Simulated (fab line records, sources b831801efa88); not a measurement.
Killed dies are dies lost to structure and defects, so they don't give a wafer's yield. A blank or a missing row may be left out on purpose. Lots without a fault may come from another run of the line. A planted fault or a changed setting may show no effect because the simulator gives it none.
Which tool did it? | flow sfq_line | 14 lots, 40 wafers sampled, at 1 step of a route of 325

WHAT THE GAUGES READ, wafer by wafer
The record holds no reading of a measuring or inspecting step that can be judged against a usual standard deviation.

WHICH TOOL RAN EACH LOT (tool, then ch and the chambers of the sampled wafers, then the start)
lot  | SFQ_TRILAYER_M3_BARC_OPEN_METAL_ETCH_100
L784 | rie_metal-01 ch 0,1, day 35 11:08
L785 | rie_metal-01 ch 0,1, day 35 15:56
L787 | rie_metal-04 ch 0,1, day 36 01:34
L794 | rie_metal-01 ch 0,1, day 37 06:23
L795 | rie_metal-01 ch 0,1, day 37 08:47
L796 | rie_metal-01 ch 0, day 45 03:24
L797 | rie_metal-01 ch 0,1, day 45 15:25
L798 | rie_metal-01 ch 1, day 45 22:36
L799 | rie_metal-04 ch 0,1, day 46 05:48
L800 | rie_metal-04 ch 0,1, day 46 09:24
L801 | rie_metal-02 ch 0,1, day 48 21:25
L804 | rie_metal-01 ch 0, day 49 23:48
L806 | rie_metal-02 ch 1, day 50 02:13
L807 | rie_metal-01 ch 0,1, day 50 04:36
- SFQ_TRILAYER_M3_BARC_OPEN_METAL_ETCH_100: etches BARC in O2, target depth 125 nm, time 41.7 s.

WHAT THE TOOLS THEMSELVES READ (means of the sampled wafers that have a number; where no wafer has one, the mark that the record gives instead)
SFQ_TRILAYER_M3_BARC_OPEN_METAL_ETCH_100. Usual: drypump_motor_current_A 5.7 A, standard deviation 0.42; oes_product_au 0.686 a.u., standard deviation 0.0046; run_length_s 69.8 s, standard deviation 0.45.
lot  | tool         | drypump_motor_current_A (A) | oes_product_au (a.u.) | run_length_s (s) | flag
L784 | rie_metal-01 | 5.7                         | 0.683                 | 70.0             |
L785 | rie_metal-01 | 5.9                         | 0.688                 | 69.7             |
L787 | rie_metal-04 | 5.1                         | 0.684                 | 70.1             |
L794 | rie_metal-01 | 5.8                         | 0.787                 | 62.9             | OFF
L795 | rie_metal-01 | 5.8                         | 0.739                 | 66.2             | OFF
L796 | rie_metal-01 | 6.1                         | 0.681                 | 69.2             |
L797 | rie_metal-01 | 5.9                         | 0.685                 | 69.8             |
L798 | rie_metal-01 | 5.5                         | 0.689                 | 70.2             |
L799 | rie_metal-04 | 5.2                         | 0.689                 | 70.2             |
L800 | rie_metal-04 | 5.1                         | 0.687                 | 70.2             |
L801 | rie_metal-02 | 6.1                         | 0.681                 | 69.9             |
L804 | rie_metal-01 | 6.1                         | 0.687                 | 69.1             |
L806 | rie_metal-02 | 5.6                         | 0.688                 | 69.6             |
L807 | rie_metal-01 | 5.9                         | 0.685                 | 69.6             |

THE ANSWER, worked out from the rows above alone
Rule: a lot is off if the mean of its wafers that have a number lies more than 3 standard deviations from the usual mean. A lot without any number at a reading at which 4 lots or more have one is off too. The other lots that the step has rows for count as sound. The gauges are gone through in route order, then the tools' own readings, and for those a lot's mean is taken as printed above. The first step at which some lot is off is used, and at that step the reading that is off furthest; a lot without a number counts as furthest.
Off: L794, L795, at SFQ_TRILAYER_M3_BARC_OPEN_METAL_ETCH_100 (oes_product_au).
A tool fits if, at that step or a process step before it, it ran every lot that is off, and no sound lot after the first of them. None of those tried fits.

WHAT THE SIMULATOR HAD PUT IN
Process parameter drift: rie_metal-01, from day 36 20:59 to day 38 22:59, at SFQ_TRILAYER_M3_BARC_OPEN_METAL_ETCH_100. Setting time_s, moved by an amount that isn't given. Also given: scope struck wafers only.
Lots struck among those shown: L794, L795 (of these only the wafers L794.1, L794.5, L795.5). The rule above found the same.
